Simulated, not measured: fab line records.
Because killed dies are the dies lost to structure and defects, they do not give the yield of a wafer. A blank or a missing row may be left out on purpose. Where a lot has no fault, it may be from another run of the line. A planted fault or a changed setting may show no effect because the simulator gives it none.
Which of the tools did it? | flow sky130 | 13 lots with 39 wafers sampled at 2 steps, on a route of 708 steps

== WHAT EACH GAUGE READ, for each wafer ==
SKY_NWELL_RS_MEAS_31: measurement is done with a four-point probe.
lot  | measured     | on            | PWDE_RS (ohm/sq)
L781 | day 5 16:14  | film metro-04 | 5280 5292 5291
L782 | day 5 22:57  | film metro-03 | 5311 5319 5317
L783 | day 6 03:32  | film metro-04 | 5311 5314 5298
L784 | day 6 11:05  | film metro-03 | 5275 5282 5284
L785 | day 6 16:38  | film metro-03 | 5256 5272 5276
L786 | day 6 20:40  | film metro-03 | 5250 5261 5270
L789 | day 8 02:22  | film metro-03 | 5276 5291 5275
L794 | day 9 03:00  | film metro-03 | 5305 5295 5305
L795 | day 9 04:00  | film metro-03 | 5252 5250 5246
L796 | day 9 12:35  | film metro-03 | 5298 5288 5282
L797 | day 9 15:05  | film metro-04 | 5284 5289 5285
L799 | day 10 01:52 | film metro-01 | 5308 5301 5298
L802 | day 10 22:16 | film metro-03 | 5297 5303 5308

SKY_VT_ADJUST_LVTN_TW_MEAS_10.
lot  | measured     | on            | VT_ADJUST_LVTN_TW
L781 | day 7 06:01  | film metro-04 | 243.7 241.6 242.6
L782 | day 7 14:27  | film metro-04 | 242.8 241.7 242.3
L783 | day 7 19:04  | film metro-04 | 242.1 242.0 244.0
L784 | day 8 03:05  | film metro-04 | 244.5 244.7 243.9
L785 | day 8 10:16  | film metro-02 | 241.4 242.4 242.8
L786 | day 8 13:43  | film metro-03 | 240.7 240.0 238.4
L789 | day 9 21:38  | film metro-02 | 243.6 243.4 243.9
L794 | day 11 01:49 | film metro-03 | 242.0 242.9 240.4
L795 | day 11 01:58 | film metro-02 | 242.2 242.3 242.3
L796 | day 11 10:32 | film metro-04 | 247.2 244.1 245.1
L797 | day 11 15:06 | film metro-04 | 244.4 244.5 245.3
L799 | day 12 01:31 | film metro-02 | 243.0 241.8 240.2
L802 | day 13 00:33 | film metro-03 | 240.9 240.1 241.2

== EACH LOT AND THE TOOL THAT RAN IT (in order: tool; ch and the chambers of the sampled wafers; start) ==
The record holds no process step before these readings.

== WHAT THE TOOLS THEMSELVES READ (means of the sampled wafers that have a number; where no wafer has one, the mark that the record gives instead) ==
The record holds no such reading with a usual standard deviation.

== THE ANSWER, worked out from the rows above alone ==
Rule: the usual values come from the lots themselves. Put in order of their means at a reading, lots are off if they are a third of the lots or fewer, leave a main group of 4 or more, and stand apart from it by a gap of 3 or more times the standard deviation of the main group's means; of several such gaps the widest counts. Not used: any main group whose means are identical at the precision the tables above print for the reading. Also off: a lot with no number at a reading for which 4 or more lots have one. Where the step has rows for the other lots, those lots are counted as sound. The gauges are gone through in route order, then the tools' own readings, and for those a lot's mean is taken as printed above. The first step at which some lot is off is used, and at that step the reading that is off furthest; a lot without a number counts as furthest.
None of the lots is off at any reading shown; this tells nothing.

== WHAT THE SIMULATOR HAD INSERTED ==
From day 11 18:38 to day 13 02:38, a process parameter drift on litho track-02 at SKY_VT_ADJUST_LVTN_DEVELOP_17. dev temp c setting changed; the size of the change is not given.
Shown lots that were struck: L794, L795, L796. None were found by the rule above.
